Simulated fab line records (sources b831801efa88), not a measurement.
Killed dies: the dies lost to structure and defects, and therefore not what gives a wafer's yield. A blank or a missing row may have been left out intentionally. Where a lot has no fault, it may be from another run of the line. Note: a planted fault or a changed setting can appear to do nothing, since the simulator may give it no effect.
Struck lot and sound lot, side by side || flow sfq-line || 42 out of 325 route steps
Sound: wafers L402.2, L402.4, L402.5. Wafers struck: L415.1, L415.5, L415.6. Last of all comes the cause.
Per side, at each step with rows, come the tool, then ch with its chambers, and then its first start. Under that, the readings that differ: sound wafers || struck wafers || difference of the means || sigmas: that difference in standard deviations of wafers without a fault.
alike: a reading whose means differ by less than 2 such deviations, as well as words and numbers matching on both sides. not compared: withheld readings; readings where some wafer has no value; bounds like >300 that might hide an equal value; numbers whose values overlap and for which the record gives no deviation.
Wherever a step has rows on one side only, a row that says differs or no value, or a row with sigmas, the two part there. Non-overlapping numbers with no deviation appear without sigmas and do not part them. A reading that every wafer of one side lacks parts them only if that side has two wafers or more.

first, 6 steps without rows for these wafers: SFQ_TRILAYER_L0_VIA_LITHO_COAT_018 (resist thk 62 nm); SFQ_TRILAYER_L0_VIA_LITHO_COAT_013 (resist thk 650 nm); SFQ_TRILAYER_L0_VIA_LITHO_SOFTBAKE_017; SFQ_TRILAYER_L0_VIA_LITHO_EXPOSE_014 (exposes mask L0V, target cd 700 nm); SFQ_TRILAYER_L0_VIA_LITHO_PEB_016 (peb time 60 s); SFQ_TRILAYER_L0_VIA_LITHO_DEVELOP_015 (time 60 s).
SFQ_L0V_OVL_MEAS_903:
  sound on overlay-02 at day 7 08:15; struck on overlay-02 at day 12 04:46
  alike: L0V_OVL
SFQ_TRILAYER_L0_VIA_BARC_OPEN_VIA_ETCH_021: etches BARC in O2, target depth 125 nm, time 41.7 s.
  sound on rie-diel-03 ch 0,2,3, day 7 08:17; struck on rie-diel-04 ch 1,2, day 12 04:49
  alike: bias-w, drypump-motor-current-A, oes-product-au
  not compared: rf-hours-counter-h
then, 1 step without rows for these wafers: SFQ_TRILAYER_L0_VIA_ETCH_VIA_ETCH_016 (etches SiO2 in CHF3, stops on MoNx KI, target depth 80 nm).
SFQ_TRILAYER_L0_VIA_STRIP_STRIP_017: strips in O2.
  sound on rie-metal-04 ch 0,1, day 7 08:22; struck on rie-metal-03 ch 0,1, day 12 04:53
  alike: drypump-motor-current-A, oes-product-au
  not compared: rf-hours-counter-h
then, 2 steps without rows for these wafers: SFQ_TRILAYER_L0_VIA_STRIP_SOLV_CLEAN_018 (cleans in NMP, time 600 s); SFQ_TRILAYER_M0_DEP_PRE_CLEAN_020 (time 15 s).
SFQ_TRILAYER_M0_DEP_SPUTTER_019: material Nb, target thk 200 nm, time 133.3 s.
  sound on pvd-sputter-04 at day 7 09:11; struck on pvd-sputter-03 at day 12 05:41
{"reading": "model.Nb_of_TRILAYER_M0_DEP_SPUTTER_019.thk-nm (nm)", "sound": "197.5 198.1 198.6", "struck": "185.8 186.2 184.1", "difference": -12.7, "sigmas": ""}
  alike: throttle-valve-pct
SFQ_M0_RS_MEAS_904: the measuring method here is four-point-probe.
  sound on film-metro-02 at day 7 09:18; struck on film-metro-04 at day 12 05:47
{"reading": "M0_NB_RS (ohm/sq)", "sound": "0.901 0.899 0.896", "struck": "0.956 0.956 0.967", "difference": "+0.061", "sigmas": "+6"}
then, 6 steps without rows for these wafers: SFQ_TRILAYER_M0_LITHO_COAT_026 (resist thk 62 nm); SFQ_TRILAYER_M0_LITHO_COAT_021 (resist thk 600 nm); SFQ_TRILAYER_M0_LITHO_SOFTBAKE_025; SFQ_TRILAYER_M0_LITHO_EXPOSE_022 (exposes mask M0, target cd 500 nm); SFQ_TRILAYER_M0_LITHO_PEB_024 (peb time 60 s); SFQ_TRILAYER_M0_LITHO_DEVELOP_023 (time 60 s).
SFQ_M0_OVL_MEAS_906:
  sound on overlay-01 at day 8 06:30; struck on overlay-02 at day 13 14:47
  alike: M0_OVL
then, 1 step without rows for these wafers: SFQ_TRILAYER_M0_BARC_OPEN_METAL_ETCH_031 (etches BARC in O2, target depth 125 nm, time 41.7 s).
SFQ_TRILAYER_M0_ETCH_METAL_ETCH_024: etches Nb in Cl2/Ar, stops on SiO2, target depth 240 nm, time 120 s.
  sound on rie-metal-03 ch 0, day 8 06:35; struck on rie-metal-03 ch 0,1, day 13 14:53
{"reading": "oes-product-au (a.u.)", "sound": "0.892 0.890 0.886", "struck": "0.860 0.849 0.850", "difference": -0.036, "sigmas": -5}
  alike: bias-w, drypump-motor-current-A
  not compared: rf-hours-counter-h
then, 3 steps without rows for these wafers: SFQ_TRILAYER_M0_STRIP_STRIP_025 (strips in O2); SFQ_TRILAYER_M0_STRIP_SOLV_CLEAN_026 (cleans in NMP, time 600 s); SFQ_TRILAYER_I0_DEP_PECVD_027 (deposits SiO2 from SiH4/N2O, time 111.11 s, target thk 500 nm).
SFQ_TRILAYER_I0_CMP_CMP_028: polishes SiO2.
  sound on cmp-01 ch 1,3, day 8 08:05; struck on cmp-01 ch 0,1,2, day 14 02:21
  alike: motor-current-A, time-to-endpoint-s
SFQ_I0_BOW_MEAS_907:
  sound on film-metro-01 at day 8 10:36; struck on film-metro-01 at day 14 03:51
  alike: I0_BOW
then, 7 steps without rows for these wafers: SFQ_TRILAYER_I0_METRO_MEASURE_029; SFQ_TRILAYER_I0_VIA_LITHO_COAT_036 (resist thk 62 nm); SFQ_TRILAYER_I0_VIA_LITHO_COAT_031 (resist thk 650 nm); SFQ_TRILAYER_I0_VIA_LITHO_SOFTBAKE_035; SFQ_TRILAYER_I0_VIA_LITHO_EXPOSE_032 (exposes mask I0, target cd 500 nm); SFQ_TRILAYER_I0_VIA_LITHO_PEB_034 (peb time 60 s); SFQ_TRILAYER_I0_VIA_LITHO_DEVELOP_033 (time 60 s).
-- the record jumps here: 6 days lie between the struck wafers' starts before and after --
SFQ_I0_OVL_MEAS_908:
  sound on overlay-01 at day 13 06:45; struck on overlay-01 at day 19 22:34
  alike: I0_OVL
SFQ_TRILAYER_I0_VIA_BARC_OPEN_VIA_ETCH_046: etches BARC in O2, target depth 125 nm, time 41.7 s.
  sound on rie-diel-01 ch 0,3, day 13 06:47; struck on rie-diel-04 ch 0,1,3, day 19 22:36
  alike: bias-w, drypump-motor-current-A, oes-product-au
  not compared: rf-hours-counter-h
SFQ_TRILAYER_I0_VIA_ETCH_VIA_ETCH_034: etches SiO2 in CHF3, stops on Nb, target depth 260 nm.
  sound on rie-diel-01 ch 0,3, day 13 06:49; struck on rie-diel-04 ch 0,1,3, day 19 22:38
  alike: bias-w, drypump-motor-current-A, oes-product-au
then, 3 steps without rows for these wafers: SFQ_TRILAYER_I0_VIA_STRIP_STRIP_035 (strips in O2); SFQ_TRILAYER_I0_VIA_STRIP_SOLV_CLEAN_036 (cleans in NMP, time 600 s); SFQ_TRILAYER_M1_DEP_PRE_CLEAN_038 (time 22.5 s).
-- the record jumps here: 63 days lie between the struck wafers' starts before and after --
SFQ_M8_BOW_MEAS_951:
  sound on film-metro-02 at day 79 04:01; struck on film-metro-01 at day 82 18:24
{"reading": "model.etest.m0.ohm-um", "sound": "1.808 1.802 1.8", "struck": "1.924 1.911 1.934", "difference": "+0.120", "sigmas": ""}
{"reading": "model.etest.m0.ohm-sq", "sound": "0.9013 0.8986 0.8966", "struck": "0.9582 0.9563 0.9668", "difference": "+0.0616", "sigmas": ""}
{"reading": "model.etest.i0.link-ohm", "sound": "1.966 1.966 1.96", "struck": "2.034 2.038 2.044", "difference": "+0.075", "sigmas": ""}
  alike: M8_BOW

## WHERE THEY PART
Earliest at SFQ_M0_RS_MEAS_904; latest, in this record, at SFQ_TRILAYER_M0_ETCH_METAL_ETCH_024. Later steps at which nothing parts them and some readings are alike: SFQ_TRILAYER_I0_CMP_CMP_028, SFQ_I0_BOW_MEAS_907, SFQ_I0_OVL_MEAS_908, SFQ_TRILAYER_I0_VIA_BARC_OPEN_VIA_ETCH_046, SFQ_TRILAYER_I0_VIA_ETCH_VIA_ETCH_034, SFQ_M8_BOW_MEAS_951.

WHY: what the simulator had put in
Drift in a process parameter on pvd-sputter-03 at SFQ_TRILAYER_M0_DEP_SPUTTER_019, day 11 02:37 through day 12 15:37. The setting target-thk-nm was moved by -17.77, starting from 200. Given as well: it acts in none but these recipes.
